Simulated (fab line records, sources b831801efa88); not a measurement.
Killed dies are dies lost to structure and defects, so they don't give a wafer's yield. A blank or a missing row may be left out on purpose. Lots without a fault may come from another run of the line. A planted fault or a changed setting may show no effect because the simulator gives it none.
Problem report in the 8D (eight disciplines) form, filled by code | flow sky130 | the parts of the form that need people (team, actions taken, sign-off) are left out

1. THE PROBLEM
cd_nm at SKY_LDD_P_CD_MEAS_07 reads a mean of 395.1 nm on 6 wafers of 2 lots; wafers without a fault read 379.6 nm with a standard deviation of 2.1. That is +7.4 standard deviations from the usual mean.
The step: target cd 380 nm.
First seen on wafer L942.1, day 25 11:02, on cd_sem-02. The record holds 42 wafers of 14 lots with a number at this step. Rule for "out", or "out of limits": more than 4 standard deviations from the usual mean. The other wafers with a number count as sound.

2. WHAT IT IS AND WHAT IT IS NOT
question                    | is                     | is not
which readings at this step | cd_nm                  | -
which lots                  | L942, L946             | L926, L927, L929, L930, L931, L934, L935, L936, L938, L939, L943, L949
which wafers of those lots  | all that have a number | -
read on which gauges        | cd_sem-02              | cd_sem-01
when                        | from day 25 11:02      | up to then (30 sound wafers); but 6 sound wafers of L943, L949 came after

3. SUSPECTS, AND WHAT RULES EACH OUT
Counting: a tool at a process step up to the reading stays a suspect if it ran every lot that is out and no sound lot after the first of them.
- the gauge at SKY_LDD_P_CD_MEAS_07: kept. All the wafers that are out were read on cd_sem-02, and no step on other tools shows them out.
- litho_track-03 at SKY_LDD_P_DEVELOP_06 (develop time 60 s): kept. It ran every lot that is out, first L942 (day 25 10:47), and no sound lot after that; its last sound lot up to then is L939 (day 23 18:26).
Left after counting: litho_track-03 at SKY_LDD_P_DEVELOP_06, cd_sem-02 at SKY_LDD_P_CD_MEAS_07.

4. THE CAUSE (what the simulator had put in)
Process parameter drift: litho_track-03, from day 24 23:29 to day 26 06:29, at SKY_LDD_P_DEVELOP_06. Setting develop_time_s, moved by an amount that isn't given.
Counting left 2 suspects, and this tool is among them.

5. THE CHAIN OF EFFECTS, in route order
Each row: a reading whose mean over the struck wafers that have a number lies more than 3 standard deviations from the usual. Only readings for which the record gives a usual standard deviation are gone through. hours: the time from each lot's start at the first step in this table that gives one to its start at this step, as a median over the lots. sigmas: the change in usual standard deviations.
hours | step                 | reading | usual    | on struck wafers | change | sigmas
0     | SKY_LDD_P_CD_MEAS_07 | cd_nm   | 379.6 nm | 395.1            | +15.5  | +7.4
Later measuring or inspecting steps at which every struck wafer that the step has a row for has a number for every such reading, and none has moved that far: SKY_LDD_P_OVL_MEAS_08, SKY_LDD_HVP_TW_MEAS_10.

6. WHAT WOULD HAVE CAUGHT IT SOONER
In this record the first reading out of limits at a measuring or inspecting step was taken at day 25 11:02, 12 hours after the fault began at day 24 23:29.
Of the lots that are out (2), L946 began SKY_LDD_P_DEVELOP_06 on litho_track-03 after day 25 11:02. A hold on the tool at that time would have spared it.
